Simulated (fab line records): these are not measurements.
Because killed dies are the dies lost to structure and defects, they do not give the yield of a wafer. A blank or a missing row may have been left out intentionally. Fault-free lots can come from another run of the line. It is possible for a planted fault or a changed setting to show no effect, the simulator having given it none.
fab line records + flow sky130
record
- lots=11
- wafers=33
- lastDay=50
route steps=708 shown CONTACT@420 METAL2@485 PAD_OPEN@708
lots untouched by any fault: they come from a run of this same line in which no faults occurred
startH: start of the lot's first displayed wafer, in hours after the record's first day + waitH: time in hours since the lot's previous step + " as in the row above + L1.1+2: one row covering several wafers at once + - either no value or no given start + * or withheld: withheld + < > ~ a bound
route shown NAME@n: NAME is a module with steps in the file, n the number in the route of the first one + usual: mean/standard deviation taken from wafers without a fault + same: alike in all rows + chamber/n: place in a boat + sites: the reading at each site + _std_site: standard deviation of those values + _edge_site: the outer-site mean with the inner-site mean subtracted + radiusMm: how far each site lies from the wafer's centre + mask NAME#n: copy n + behind: tool/chamber where the wafer was last shaped + hold: why the lot went on hold/how many hours it stayed there/how the hold came to an end + device: which transistor (n, p or np) failed to switch + end of line: the same wafers' tests at the end of the route + a step without rows: its recipe alone + killed: the dies lost at the first sort to structure and to defects; this is not the yield of the wafer + map: per-die view of a wafer (x killed, . not killed, _ where there is no die)
set.NAME: the setting the step ran with; set.NAME@STEP: the setting that earlier step ran with + model.NAME: the simulator's own value behind a step, which no gauge read
route steps across a sampled set of lots; one table per step, one row per wafer
services: a tool's chamber out of use, with start hour (startH, from the record's first day; less than 0 if before it), hours out, and reason
## steps
# step SKY_CONTACT_CD_MEAS_14
# recipe
- targetCdNm=170
# usual
- cdNm=170.2/1.4
| lot.wafer | tool     | chamber | startH | waitH | cdNm  |
|-----------|----------|---------|--------|-------|-------|
| L294.1    | cdSem-02 | -       | 747.22 | -     | 170.7 |
| L294.2    | "        | -       | "      | "     | 170.9 |
| L294.5    | "        | -       | "      | "     | 168.8 |
| L297.1    | cdSem-01 | -       | 758.26 | -     | 170.9 |
| L297.2    | "        | -       | "      | "     | 171.6 |
| L297.3    | "        | -       | "      | "     | 170.7 |
| L298.2    | cdSem-01 | -       | 767.83 | -     | 167.9 |
| L298.4    | "        | -       | "      | "     | 169.7 |
| L298.5    | "        | -       | "      | "     | 168.9 |
| L304.1    | cdSem-01 | -       | 815.16 | -     | 168.2 |
| L304.4    | "        | -       | "      | "     | 170.7 |
| L304.6    | "        | -       | "      | "     | 168.7 |
| L306.2    | cdSem-02 | -       | 830.61 | -     | 171.6 |
| L306.4    | "        | -       | "      | "     | 171.2 |
| L306.5    | "        | -       | "      | "     | 170.3 |
| L307.1    | cdSem-02 | -       | 839.24 | -     | 173.2 |
| L307.2    | "        | -       | "      | "     | 172.5 |
| L307.4    | "        | -       | "      | "     | 174.0 |
| L309.1    | cdSem-02 | -       | 852.49 | -     | 172.0 |
| L309.4    | "        | -       | "      | "     | 171.2 |
| L309.6    | "        | -       | "      | "     | 171.7 |
| L310.3    | cdSem-02 | -       | 859.18 | -     | 169.8 |
| L310.4    | "        | -       | "      | "     | 170.2 |
| L310.5    | "        | -       | "      | "     | 170.1 |
| L314.3    | cdSem-02 | -       | 880.48 | -     | 168.1 |
| L314.5    | "        | -       | "      | "     | 170.7 |
| L314.6    | "        | -       | "      | "     | 170.2 |
| L316.1    | cdSem-02 | -       | 890.14 | -     | 169.8 |
| L316.3    | "        | -       | "      | "     | 170.6 |
| L316.4    | "        | -       | "      | "     | 171.0 |
| L317.1    | cdSem-01 | -       | 901.64 | -     | 170.5 |
| L317.2    | "        | -       | "      | "     | 169.5 |
| L317.3    | "        | -       | "      | "     | 170.6 |
# step SKY_CONTACT_ETCH_17
# recipe
- target=SiO2
- chemistry=C4F8/O2/Ar
- stopOn=Si3N4
- maskMaterial=KrF-thick
- sourceW=1500
- biasW=1200
- pressureMtorr=40
- c4f8FlowSccm=withheld
- O2_flow_sccm=6
- Ar_flow_sccm=300
- timeS=withheld
- targetDepthA=3400
# usual
- oesProductAu=0.891/0.0052
| lot.wafer | tool       | chamber | startH | waitH | oesProductAu |
|-----------|------------|---------|--------|-------|--------------|
| L294.1    | rieDiel-02 | 3       | 747.42 | 0.0   | 0.891        |
| L294.2    | "          | 0       | "      | "     | 0.892        |
| L294.5    | "          | 3       | "      | "     | 0.890        |
| L297.1    | rieDiel-02 | 1       | 758.48 | 0.0   | 0.904        |
| L297.2    | "          | 0       | "      | "     | 0.880        |
| L297.3    | "          | 1       | "      | "     | 0.901        |
| L298.2    | rieDiel-04 | 1       | 768.01 | 0.0   | 0.895        |
| L298.4    | "          | 0       | "      | "     | 0.897        |
| L298.5    | "          | 2       | "      | "     | 0.884        |
| L304.1    | rieDiel-03 | 1       | 815.36 | 0.0   | 0.893        |
| L304.4    | "          | 3       | "      | "     | 0.893        |
| L304.6    | "          | 0       | "      | "     | 0.899        |
| L306.2    | rieDiel-03 | 1       | 830.79 | 0.0   | 0.891        |
| L306.4    | "          | 3       | "      | "     | 0.895        |
| L306.5    | "          | 1       | "      | "     | 0.898        |
| L307.1    | rieDiel-04 | 0       | 839.44 | 0.0   | 0.896        |
| L307.2    | "          | 1       | "      | "     | 0.896        |
| L307.4    | "          | 1       | "      | "     | 0.888        |
| L309.1    | rieDiel-02 | 1       | 852.69 | 0.0   | 0.885        |
| L309.4    | "          | 3       | "      | "     | 0.892        |
| L309.6    | "          | 1       | "      | "     | 0.896        |
| L310.3    | rieDiel-03 | 3       | 859.34 | 0.0   | 0.884        |
| L310.4    | "          | 0       | "      | "     | 0.895        |
| L310.5    | "          | 2       | "      | "     | 0.894        |
| L314.3    | rieDiel-04 | 1       | 880.64 | 0.0   | 0.896        |
| L314.5    | "          | 2       | "      | "     | 0.905        |
| L314.6    | "          | 3       | "      | "     | 0.892        |
| L316.1    | rieDiel-03 | 0       | 890.34 | 0.0   | 0.897        |
| L316.3    | "          | 1       | "      | "     | 0.897        |
| L316.4    | "          | 2       | "      | "     | 0.892        |
| L317.1    | rieDiel-03 | 1       | 901.84 | 0.0   | 0.882        |
| L317.2    | "          | 2       | "      | "     | 0.892        |
| L317.3    | "          | 0       | "      | "     | 0.884        |
# step SKY_CONTACT_STRIP_19
# recipe
- chemistry=O2/N2
- powerW=1400
- pressureMtorr=1500
- platenTempC=withheld
- o2FlowSccm=3000
- n2FlowSccm=300
- overashFraction=0.5
# usual
- drypumpMotorCurrentA=5.9/0.31
- o2FlowSccm=3001/8.1
- oesProductAu=0.381/0.0049
- stripTimeToEndpointS=3.62/0.033
| lot.wafer | tool           | chamber | startH | waitH | drypumpMotorCurrentA | o2FlowSccm | oesProductAu | rfHoursCounterH | stripTimeToEndpointS |
|-----------|----------------|---------|--------|-------|----------------------|------------|--------------|-----------------|----------------------|
| L294.1    | plasmaAsher-01 | 1       | 747.51 | -     | 5.8                  | 3000       | 0.378        | 32              | 3.63                 |
| L294.2    | "              | 0       | "      | "     | 5.7                  | 3009       | 0.384        | 32              | 3.63                 |
| L294.5    | "              | 1       | "      | "     | 5.7                  | 3001       | 0.388        | -               | 3.66                 |
| L297.1    | plasmaAsher-04 | 0       | 758.61 | -     | 6.1                  | 3008       | 0.383        | 94              | 3.66                 |
| L297.2    | "              | 1       | "      | "     | 6.0                  | 3003       | 0.381        | 94              | 3.61                 |
| L297.3    | "              | 0       | "      | "     | 6.1                  | 3019       | 0.383        | -               | 3.67                 |
| L298.2    | plasmaAsher-01 | 1       | 768.10 | -     | 5.7                  | 2992       | 0.386        | 34              | 3.63                 |
| L298.4    | "              | 1       | "      | "     | 5.7                  | 2991       | 0.382        | -               | 3.64                 |
| L298.5    | "              | 1       | "      | "     | 5.7                  | 2989       | 0.376        | -               | 3.63                 |
| L304.1    | plasmaAsher-01 | 0       | 815.45 | -     | 5.7                  | 2986       | 0.381        | 39              | 3.59                 |
| L304.4    | "              | 1       | "      | "     | 5.7                  | 3011       | 0.382        | -               | 3.60                 |
| L304.6    | "              | 0       | "      | "     | 5.7                  | 2993       | 0.378        | -               | 3.60                 |
| L306.2    | plasmaAsher-02 | 1       | 830.88 | -     | 5.5                  | 3003       | 0.386        | 8               | 3.57                 |
| L306.4    | "              | 0       | "      | "     | 6.4                  | 2997       | 0.378        | -               | 3.59                 |
| L306.5    | "              | 1       | "      | "     | 5.5                  | 3008       | 0.377        | -               | 3.56                 |
| L307.1    | plasmaAsher-02 | 1       | 839.53 | -     | 5.5                  | 2995       | 0.386        | 9               | 3.63                 |
| L307.2    | "              | 0       | "      | "     | 6.4                  | 2996       | 0.380        | 9               | 3.66                 |
| L307.4    | "              | 1       | "      | "     | 5.5                  | 3006       | 0.372        | -               | 3.66                 |
| L309.1    | plasmaAsher-02 | 0       | 852.78 | -     | 6.4                  | 3005       | 0.388        | 11              | 3.69                 |
| L309.4    | "              | 0       | "      | "     | 6.4                  | 2992       | 0.386        | -               | 3.61                 |
| L309.6    | "              | 1       | "      | "     | 5.5                  | 3001       | 0.375        | -               | 3.68                 |
| L310.3    | plasmaAsher-02 | 1       | 859.46 | -     | 5.5                  | 2998       | 0.369        | -               | 3.57                 |
| L310.4    | "              | 0       | "      | "     | 6.4                  | 2994       | 0.383        | -               | 3.61                 |
| L310.5    | "              | 1       | "      | "     | 5.5                  | 2997       | 0.378        | -               | 3.58                 |
| L314.3    | plasmaAsher-02 | 1       | 880.76 | -     | 5.5                  | 2992       | 0.387        | -               | 3.66                 |
| L314.5    | "              | 1       | "      | "     | 5.5                  | 3010       | 0.384        | -               | 3.62                 |
| L314.6    | "              | 0       | "      | "     | 6.4                  | 2984       | 0.380        | -               | 3.68                 |
| L316.1    | plasmaAsher-01 | 1       | 890.43 | -     | 5.7                  | 3005       | 0.383        | 40              | 3.62                 |
| L316.3    | "              | 1       | "      | "     | 5.7                  | 3016       | 0.381        | -               | 3.58                 |
| L316.4    | "              | 0       | "      | "     | 5.7                  | 3021       | 0.381        | -               | 3.59                 |
| L317.1    | plasmaAsher-01 | 0       | 901.93 | -     | 5.7                  | 2989       | 0.390        | 42              | 3.62                 |
| L317.2    | "              | 1       | "      | "     | 5.8                  | 2989       | 0.381        | 42              | 3.62                 |
| L317.3    | "              | 1       | "      | "     | 5.8                  | 2997       | 0.380        | -               | 3.63                 |
# step SKY_METAL2_SPUTTER_02
# recipe
- material=AlCu
- targetThkNm=250
- powerW=10600
- timeS=13.3
- chamberPressurePa=0.4
# usual
- throttleValvePct=30.5/1
| lot.wafer | tool          | chamber | startH | waitH | throttleValvePct |
|-----------|---------------|---------|--------|-------|------------------|
| L294.1    | pvdSputter-04 | -       | 804.45 | 0.0   | 32.1             |
| L294.2    | "             | -       | "      | "     | 31.0             |
| L294.5    | "             | -       | "      | "     | 31.1             |
| L297.1    | pvdSputter-04 | -       | 817.04 | 0.0   | 30.5             |
| L297.2    | "             | -       | "      | "     | 30.8             |
| L297.3    | "             | -       | "      | "     | 32.1             |
| L298.2    | pvdSputter-04 | -       | 825.28 | 0.0   | 30.5             |
| L298.4    | "             | -       | "      | "     | 31.1             |
| L298.5    | "             | -       | "      | "     | 30.4             |
| L304.1    | pvdSputter-01 | -       | 871.03 | 0.0   | 30.1             |
| L304.4    | "             | -       | "      | "     | 29.8             |
| L304.6    | "             | -       | "      | "     | 28.7             |
| L306.2    | pvdSputter-04 | -       | 886.74 | 0.0   | 31.0             |
| L306.4    | "             | -       | "      | "     | 32.1             |
| L306.5    | "             | -       | "      | "     | 30.2             |
| L307.1    | pvdSputter-04 | -       | 895.26 | 0.0   | 30.2             |
| L307.2    | "             | -       | "      | "     | 30.9             |
| L307.4    | "             | -       | "      | "     | 32.2             |
| L309.1    | pvdSputter-03 | -       | 908.89 | 0.0   | 29.9             |
| L309.4    | "             | -       | "      | "     | 30.9             |
| L309.6    | "             | -       | "      | "     | 31.6             |
| L310.3    | pvdSputter-03 | -       | 915.79 | 0.0   | 29.9             |
| L310.4    | "             | -       | "      | "     | 31.2             |
| L310.5    | "             | -       | "      | "     | 28.4             |
| L314.3    | pvdSputter-01 | -       | 933.59 | 0.0   | 30.0             |
| L314.5    | "             | -       | "      | "     | 29.0             |
| L314.6    | "             | -       | "      | "     | 29.9             |
| L316.1    | pvdSputter-03 | -       | 944.31 | 0.0   | 31.2             |
| L316.3    | "             | -       | "      | "     | 31.3             |
| L316.4    | "             | -       | "      | "     | 29.8             |
| L317.1    | pvdSputter-03 | -       | 955.48 | 0.0   | 28.7             |
| L317.2    | "             | -       | "      | "     | 30.0             |
| L317.3    | "             | -       | "      | "     | 30.9             |
# step SKY_METAL2_RS_MEAS_05
# recipe
- thkMeasGauge=four-point-probe
- reads=TiN_of_METAL2_SPUTTER_04+Ti_of_METAL2_SPUTTER_03+AlCu_of_METAL2_SPUTTER_02+TiN_of_METAL2_SPUTTER_01+Ti_of_METAL2_SPUTTER_00
# usual
- METAL2_ALCU_RS=0.1269/0.0014
| lot.wafer | tool         | chamber | startH | waitH | METAL2_ALCU_RS[ohm/sq] |
|-----------|--------------|---------|--------|-------|------------------------|
| L294.1    | filmMetro-04 | -       | 804.55 | 0.0   | 0.1280                 |
| L294.2    | "            | -       | "      | "     | 0.1286                 |
| L294.5    | "            | -       | "      | "     | 0.1285                 |
| L297.1    | filmMetro-01 | -       | 817.13 | 0.0   | 0.1263                 |
| L297.2    | "            | -       | "      | "     | 0.1249                 |
| L297.3    | "            | -       | "      | "     | 0.1253                 |
| L298.2    | filmMetro-04 | -       | 825.39 | 0.0   | 0.1252                 |
| L298.4    | "            | -       | "      | "     | 0.1255                 |
| L298.5    | "            | -       | "      | "     | 0.1257                 |
| L304.1    | filmMetro-04 | -       | 871.12 | 0.0   | 0.1254                 |
| L304.4    | "            | -       | "      | "     | 0.1260                 |
| L304.6    | "            | -       | "      | "     | 0.1266                 |
| L306.2    | filmMetro-04 | -       | 886.85 | 0.0   | 0.1268                 |
| L306.4    | "            | -       | "      | "     | 0.1400                 |
| L306.5    | "            | -       | "      | "     | 0.1275                 |
| L307.1    | filmMetro-03 | -       | 895.36 | 0.0   | 0.1260                 |
| L307.2    | "            | -       | "      | "     | 0.1262                 |
| L307.4    | "            | -       | "      | "     | 0.1400                 |
| L309.1    | filmMetro-03 | -       | 908.98 | 0.0   | 0.1285                 |
| L309.4    | "            | -       | "      | "     | 0.1289                 |
| L309.6    | "            | -       | "      | "     | 0.1287                 |
| L310.3    | filmMetro-04 | -       | 915.93 | 0.1   | 0.1274                 |
| L310.4    | "            | -       | "      | "     | 0.1284                 |
| L310.5    | "            | -       | "      | "     | 0.1288                 |
| L314.3    | filmMetro-01 | -       | 933.72 | 0.1   | 0.1261                 |
| L314.5    | "            | -       | "      | "     | 0.1273                 |
| L314.6    | "            | -       | "      | "     | 0.1264                 |
| L316.1    | filmMetro-01 | -       | 944.40 | 0.0   | 0.1281                 |
| L316.3    | "            | -       | "      | "     | 0.1270                 |
| L316.4    | "            | -       | "      | "     | 0.1264                 |
| L317.1    | filmMetro-03 | -       | 955.57 | 0.0   | 0.1271                 |
| L317.2    | "            | -       | "      | "     | 0.1278                 |
| L317.3    | "            | -       | "      | "     | 0.1284                 |
# step SKY_METAL2_THK_MEAS_06
# recipe
- thkMeasGauge=xrf
- reads=AlCu_of_METAL2_SPUTTER_02
# usual
- METAL2_ALCU_THK=253/3.7
| lot.wafer | tool         | chamber | startH | waitH | METAL2_ALCU_THK[nm] |
|-----------|--------------|---------|--------|-------|---------------------|
| L294.1    | filmMetro-04 | -       | 804.67 | 0.1   | 248                 |
| L294.2    | "            | -       | "      | "     | 249                 |
| L294.5    | "            | -       | "      | "     | 249                 |
| L297.1    | filmMetro-01 | -       | 817.25 | 0.1   | 254                 |
| L297.2    | "            | -       | "      | "     | 257                 |
| L297.3    | "            | -       | "      | "     | 257                 |
| L298.2    | filmMetro-04 | -       | 825.50 | 0.1   | 253                 |
| L298.4    | "            | -       | "      | "     | 254                 |
| L298.5    | "            | -       | "      | "     | 252                 |
| L304.1    | filmMetro-04 | -       | 871.24 | 0.1   | 255                 |
| L304.4    | "            | -       | "      | "     | 256                 |
| L304.6    | "            | -       | "      | "     | 253                 |
| L306.2    | filmMetro-04 | -       | 886.96 | 0.1   | 251                 |
| L306.4    | "            | -       | "      | "     | 229                 |
| L306.5    | "            | -       | "      | "     | 250                 |
| L307.1    | filmMetro-03 | -       | 895.48 | 0.1   | 257                 |
| L307.2    | "            | -       | "      | "     | 256                 |
| L307.4    | "            | -       | "      | "     | 229                 |
| L309.1    | filmMetro-03 | -       | 909.10 | 0.1   | 253                 |
| L309.4    | "            | -       | "      | "     | 251                 |
| L309.6    | "            | -       | "      | "     | 254                 |
| L310.3    | filmMetro-04 | -       | 916.03 | 0.1   | 250                 |
| L310.4    | "            | -       | "      | "     | 250                 |
| L310.5    | "            | -       | "      | "     | 248                 |
| L314.3    | filmMetro-01 | -       | 933.82 | 0.1   | 255                 |
| L314.5    | "            | -       | "      | "     | 248                 |
| L314.6    | "            | -       | "      | "     | 253                 |
| L316.1    | filmMetro-01 | -       | 944.52 | 0.1   | 251                 |
| L316.3    | "            | -       | "      | "     | 251                 |
| L316.4    | "            | -       | "      | "     | 255                 |
| L317.1    | filmMetro-03 | -       | 955.69 | 0.1   | 253                 |
| L317.2    | "            | -       | "      | "     | 254                 |
| L317.3    | "            | -       | "      | "     | 252                 |
# step SKY_PAD_OPEN_PROBE_99
# usual
- defectLimitedYield=82.5/2
- killed_at_M0_to_M3=43/7.6
- killed_at_M4_up=2.8/1.9
- killedAtContacts=24/4.7
- killedAtFrontEnd=16/4.4
- killedAtOther=0.2/0.4
- killedDies=86/9.9
- killedOpen=47/8.2
- killedShort=39/6.3
- sort_bin_3_pad_short=0.8/0.42
- sort_bin_5_function=10.4/1.5
- sort_bin_6_memory=6.2/1.2
- sortNPass=406/9.9
- sortYieldPct=82.5/2
# same
- grossDies=492
- killedAtBackSide=0
- sort_bin_4_leakage[%]=0
- sort_bin_8_speed[%]=0
| lot.wafer | tool      | chamber | startH  | waitH | defectLimitedYield[%] | killed_at_M0_to_M3 | killed_at_M4_up | killedAtContacts | killedAtFrontEnd | killedAtOther | killedDies | killedOpen | killedShort | sort_bin_3_pad_short[%] | sort_bin_5_function[%] | sort_bin_6_memory[%] | sortNPass | sortYieldPct[%] |
|-----------|-----------|---------|---------|-------|-----------------------|--------------------|-----------------|------------------|------------------|---------------|------------|------------|-------------|-------------------------|------------------------|----------------------|-----------|-----------------|
| L310.3    | prober-01 | -       | 1170.67 | 0.2   | 81.3                  | 48                 | 2               | 31               | 10               | 1             | 92         | 41         | 51          | 0.4                     | 13.6                   | 4.7                  | 400       | 81.3            |
| L310.4    | prober-01 | -       | 1170.72 | 0.2   | 86.4                  | 32                 | 3               | 19               | 13               | 0             | 67         | 34         | 33          | 0.4                     | 9.3                    | 3.9                  | 425       | 86.4            |
| L310.5    | prober-01 | -       | 1170.77 | 0.2   | 85.6                  | 35                 | 2               | 20               | 14               | 0             | 71         | 43         | 28          | 1.0                     | 8.1                    | 5.3                  | 421       | 85.6            |
# killed by level:class
L310.3 CONTACT:geometricParticle:short=11 VIA1:geometricParticle:open=11 LI_CONTACT:geometricParticle:open=8 LOCAL_INTERCONNECT:geometricParticle:short=6 VIA2:geometricParticle:open=6 METAL2:geometricParticle:short=5 CONTACT:geometricParticle:open=5 METAL1:geometricParticle:short=5
L310.4 VIA3:geometricParticle:open=9 VIA1:geometricParticle:open=7 LOCAL_INTERCONNECT:geometricParticle:short=6 FIELD_ISO:geometricParticle:short=4 LI_CONTACT:geometricParticle:open=4 LI_CONTACT:geometricParticle:short=4 CONTACT:geometricParticle:open=4 VIA1:geometricParticle:short=4
L310.5 CONTACT:geometricParticle:open=8 VIA2:geometricParticle:open=8 METAL1:geometricParticle:short=6 LI_CONTACT:geometricParticle:open=5 VIA1:geometricParticle:open=5 VIA3:geometricParticle:open=5 POLY_GATE:geometricParticle:open=4 SPACER:geometricParticle:short=4
## services
| tool           | chamber | startH | hours | kind      |
|----------------|---------|--------|-------|-----------|
| plasmaAsher-02 | -       | 733.75 | 9.0   | pm        |
| plasmaAsher-02 | 0       | 733.75 | 9.0   | ventCycle |
| rieDiel-03     | 0       | 738.67 | 1.9   | repair    |
| rieDiel-03     | 2       | 747.69 | 1.2   | repair    |
| rieDiel-02     | 3       | 756.92 | 5.2   | repair    |
| pvdSputter-01  | -       | 765.70 | 4.1   | repair    |
| rieDiel-04     | 2       | 783.55 | 2.1   | repair    |
| plasmaAsher-02 | -       | 813.79 | 2.2   | repair    |
| pvdSputter-01  | -       | 825.58 | 0.7   | repair    |
| plasmaAsher-01 | -       | 828.67 | 14.6  | pm        |
| rieDiel-04     | 3       | 829.69 | 25.2  | repair    |
| pvdSputter-01  | -       | 836.26 | 3.3   | repair    |
| pvdSputter-01  | -       | 844.10 | 0.7   | repair    |
| plasmaAsher-01 | -       | 846.07 | 42.5  | pm        |
| rieDiel-03     | 3       | 850.93 | 3.8   | repair    |
| rieDiel-02     | -       | 853.64 | 2.8   | pm        |
| rieDiel-03     | 3       | 896.14 | 11.1  | repair    |
| rieDiel-02     | -       | 903.82 | 2.1   | repair    |
| plasmaAsher-04 | -       | 912.02 | 0.9   | repair    |
| plasmaAsher-01 | -       | 917.67 | 3.4   | repair    |
| rieDiel-04     | -       | 919.24 | 2.1   | repair    |
| rieDiel-02     | 0       | 934.14 | 39.1  | repair    |
| rieDiel-04     | -       | 945.37 | 2.0   | repair    |
| rieDiel-04     | 3       | 953.56 | 3.6   | repair    |
## key
firstSign
- step=SKY_METAL2_RS_MEAS_05
- reading=METAL2_ALCU_RS
- direction=up
- sigmas=9.3
- usual=0.1269
- struck=0.1400
effect
- step=SKY_METAL2_THK_MEAS_06
- reading=METAL2_ALCU_THK
- direction=down
- sigmas=6.4
- usual=253
- struck=229
metAt SKY_METAL2_SPUTTER_02
struckLots L306,L307
struckWafers L306.4,L307.4
notActingAt SKY_CONTACT_CD_MEAS_14,SKY_CONTACT_ETCH_17,SKY_CONTACT_STRIP_19
onsetBetween 817.04 886.74
fault
- kind=processParameterDrift
- tool=pvdSputter-04
- chamber=-
- onsetH=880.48
- steps=SKY_METAL2_SPUTTER_02
- channel=timeS
- offset=*
- shape=step
- endH=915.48
- actsIn=*
- stated=*
- scope=struckWafersOnly
